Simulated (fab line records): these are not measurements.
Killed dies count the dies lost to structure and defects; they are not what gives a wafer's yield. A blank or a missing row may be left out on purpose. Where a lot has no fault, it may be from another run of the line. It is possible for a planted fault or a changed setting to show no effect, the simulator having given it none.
A struck lot beside a sound one + flow sky130 + 44 steps out of a route of 708
Sound: wafers L919.3, L919.4, L919.5. Struck: wafers L932.4, L932.5. (L932.6 of the same lot was not struck and is left out.) The cause comes at the end.
At each step with rows: each side's tool, then ch and its chambers, then its first start. Under that, the readings that differ: sound wafers + struck wafers + difference of the means + sigmas: that difference in standard deviations of wafers without a fault.
alike: same words and numbers on both sides, and readings whose means sit less than 2 such deviations apart. not compared: any withheld reading, any reading some wafer has no value for, any bound like >300 that may hide the same value, and any number with overlapping values for which the record gives no deviation.
The two part at a step that has a row with sigmas, a row that says differs or no value, or rows on one side only. Non-overlapping numbers with no deviation appear without sigmas and do not part them. A reading that every wafer of one side lacks parts them only if that side has two wafers or more.

first, 2 steps without rows for these wafers: SKY_VIA2_SPUTTER_20 (material TiN, target thk 20 nm, time 80 s); SKY_VIA2_CVD_21 (deposits W, target thk 420 nm, time 126.4 s).
SKY_VIA2_RS_MEAS_22: uses a four-point probe to measure.
  sound on film-metro-04, day 38 00:04; struck on film-metro-01, day 41 10:56
  alike: VIA2_W_RS
SKY_VIA2_THK_MEAS_23: measures by xrf.
  sound on film-metro-04, day 38 00:10; struck on film-metro-01, day 41 11:02
  alike: VIA2_W_THK
SKY_VIA2_CMP_24: polishes, stops on SiO2, t overpolish 20 s, target thk 0 nm.
  sound on cmp-01 ch 0,1,3, day 38 00:19; struck on cmp-02 ch 0,2, day 41 11:10
| reading                | sound     | struck  | difference | sigmas |
|------------------------|-----------|---------|------------|--------|
| time-to-endpoint-s (s) | 102 97 95 | 105 107 | +8         | +2     |
  alike: motor-current-A, overpolish-run-s, platen-rpm
then, 2 steps without rows for these wafers: SKY_METAL3_SPUTTER_00 (material Ti, target thk 15 nm, time 10 s); SKY_METAL3_SPUTTER_01 (material TiN, target thk 20 nm, time 16.7 s).
SKY_METAL3_SPUTTER_02: material AlCu, target thk 735 nm, time 39.1 s.
  sound on pvd-sputter-04, day 38 00:35; struck on pvd-sputter-04, day 41 11:25
  alike: cathode-dc-power-W, chamber-pressure-pa, throttle-valve-pct
then, 1 step without rows for these wafers: SKY_METAL3_SPUTTER_03 (material Ti, target thk 5 nm, time 3.3 s).
SKY_METAL3_SPUTTER_04: material TiN, target thk 70 nm, time 58.3 s.
  sound on pvd-sputter-04, day 38 00:38; struck on pvd-sputter-04, day 41 11:28
  alike: cathode-dc-power-W, chamber-pressure-pa, throttle-valve-pct
then, 1 step without rows for these wafers: SKY_CAPM_CVD_00 (deposits SiO2, target thk 15.5 nm).
SKY_CAPM_THK_MEAS_01:
  sound on film-metro-03, day 38 00:44; struck on film-metro-01, day 41 11:34
  alike: CAPM_CVD_00_THK
SKY_CAPM_SPUTTER_02: material TiN, target thk 200 nm, time 166.7 s.
  sound on pvd-sputter-03, day 38 00:46; struck on pvd-sputter-01, day 41 11:36
| reading                                  | sound           | struck      | difference | sigmas |
|------------------------------------------|-----------------|-------------|------------|--------|
| model.TiN_of_CAPM_SPUTTER_02.thk-nm (nm) | 205.1 205 204.3 | 207.8 209.7 | +3.9       |        |
  alike: cathode-dc-power-W, chamber-pressure-pa, substrate-temp-c, throttle-valve-pct
SKY_CAPM_RS_MEAS_03: uses a four-point probe to measure.
  sound on film-metro-02, day 38 00:55; struck on film-metro-03, day 41 11:46
  alike: CAPM_TIN_RS
SKY_CAPM_THK_MEAS_04: measures by xrf.
  sound on film-metro-02, day 38 01:01; struck on film-metro-03, day 41 11:52
  alike: CAPM_TIN_THK
then, 7 steps without rows for these wafers: SKY_CAPM_DEHYDRATE_05 (time 60 s); SKY_CAPM_HMDS_06 (prime time 60 s); SKY_CAPM_COAT_07 (resist thk 1140 nm); SKY_CAPM_SOFTBAKE_08 (time 60 s); SKY_CAPM_EXPOSE_09 (exposes mask CAPM, target cd 1000 nm); SKY_CAPM_PEB_10; SKY_CAPM_DEVELOP_11 (develop time 60 s).
SKY_CAPM_OVL_MEAS_12:
  sound on overlay-01, day 39 01:36; struck on overlay-02, day 42 10:45
  alike: CAPM_OVL
SKY_CAPM_METAL_ETCH_13: etches TiN in Cl2/BCl3, stops on SiO2, target depth 220 nm, time 62.9 s.
  sound on rie-metal-04 ch 0,1, day 39 01:39; struck on rie-metal-02 ch 0, day 42 10:51
  alike: chamber-pressure-mTorr, drypump-motor-current-A, oes-product-au, throttle-valve-pct
  not compared: rf-hours-counter-h
then, 12 steps without rows for these wafers: SKY_CAPM_STRIP_14 (strips in O2/N2); SKY_CAPM_STRIP_15 (strips in post etch residue remover, time 1200 s); SKY_CAPM_CLEAN_16 (cleans in IPA, time 180 s); SKY_CAPM_CLEAN_17 (cleans in O3/DIW); SKY_METAL3_DEHYDRATE_05 (time 60 s); SKY_METAL3_HMDS_06 (prime time 60 s); SKY_METAL3_COAT_07 (resist thk 60 nm); SKY_METAL3_COAT_08 (resist thk 1140 nm); SKY_METAL3_SOFTBAKE_09 (time 90 s); SKY_METAL3_EXPOSE_10 (exposes mask MM3, target cd 300 nm); SKY_METAL3_PEB_11; SKY_METAL3_DEVELOP_12 (develop time 60 s).
SKY_METAL3_CD_MEAS_13: the cd target is 300 nm.
  sound on cd-sem-02, day 40 03:08; struck on cd-sem-02, day 43 11:01
  alike: cd-nm
SKY_METAL3_OVL_MEAS_14:
  sound on overlay-02, day 40 03:14; struck on overlay-02, day 43 11:05
  alike: METAL3_OVL
SKY_METAL3_DESCUM_15: chemistry O2, time 8 s.
  sound on rie-metal-01 ch 0,1, day 40 03:16; struck on rie-metal-03 ch 0,1, day 43 11:07
  alike: chamber-pressure-mTorr, drypump-motor-current-A, oes-product-au
  not compared: rf-hours-counter-h
then, 2 steps without rows for these wafers: SKY_METAL3_ETCH_16 (etches BARC in N2/H2, stops on SiO2, time 88.2 s, target depth 60 nm); SKY_METAL3_ETCH_17 (etches SiO2 in C4F8/O2/Ar, stops on TiN, time 3.9 s, target depth 15 nm).
SKY_METAL3_METAL_ETCH_18: etches the open film in Cl2/BCl3, stops on SiO2, target depth 845 nm, time 183.1 s.
  sound on rie-metal-03 ch 0,1, day 40 03:28; struck on rie-metal-01 ch 0, day 43 11:19
| reading                     | sound       | struck  | difference | sigmas |
|-----------------------------|-------------|---------|------------|--------|
| drypump-motor-current-A (A) | 5.6 6.2 5.6 | 4.9 4.9 | -0.9       | -2     |
  alike: chamber-pressure-mTorr, oes-product-au, throttle-valve-pct
  not compared: rf-hours-counter-h
SKY_METAL3_STRIP_20: strips in post etch residue remover, time 1200 s.
  sound on wet-bench-03 ch 3, day 40 03:41; struck on wet-bench-04 ch 0, day 43 11:32
| reading                                  | sound             | struck      | difference | sigmas |
|------------------------------------------|-------------------|-------------|------------|--------|
| model.TiN_of_CAPM_SPUTTER_02.thk-nm (nm) | 204.3 204.2 203.4 | 206.9 208.9 | +3.9       |        |
  alike: bath-heat-duty-pct
-- the record jumps here: 6 days lie between the struck wafers' starts before and after (it left off in module METAL3 and takes up again in module PAD_OPEN, whose first step shown is number 708 of the route) --
SKY_PAD_OPEN_PROBE_99:
  sound on prober-02, day 46 22:05; struck on prober-02, day 49 17:25
| reading                          | sound             | struck     | difference | sigmas |
|----------------------------------|-------------------|------------|------------|--------|
| model.etest.cap-mim.plate-ohm-sq | 5.958 5.846 5.863 | 5.805 5.71 | -0.131     |        |
  alike: defect-limited-yield, killed_at_M0_to_M3, killed_at_M4_up, killed-at-contacts, killed-at-front-end, killed-dies, killed-open, killed-short, sort_bin_3_pad_short, sort_bin_5_function, sort_bin_6_memory, sort-n-pass, sort-yield-pct

== WHERE THEY PART ==
Earliest at SKY_VIA2_CMP_24; latest, in this record, at SKY_METAL3_METAL_ETCH_18. Later steps at which nothing parts them and some readings are alike: SKY_METAL3_STRIP_20, SKY_PAD_OPEN_PROBE_99.

WHY: what the simulator had put in
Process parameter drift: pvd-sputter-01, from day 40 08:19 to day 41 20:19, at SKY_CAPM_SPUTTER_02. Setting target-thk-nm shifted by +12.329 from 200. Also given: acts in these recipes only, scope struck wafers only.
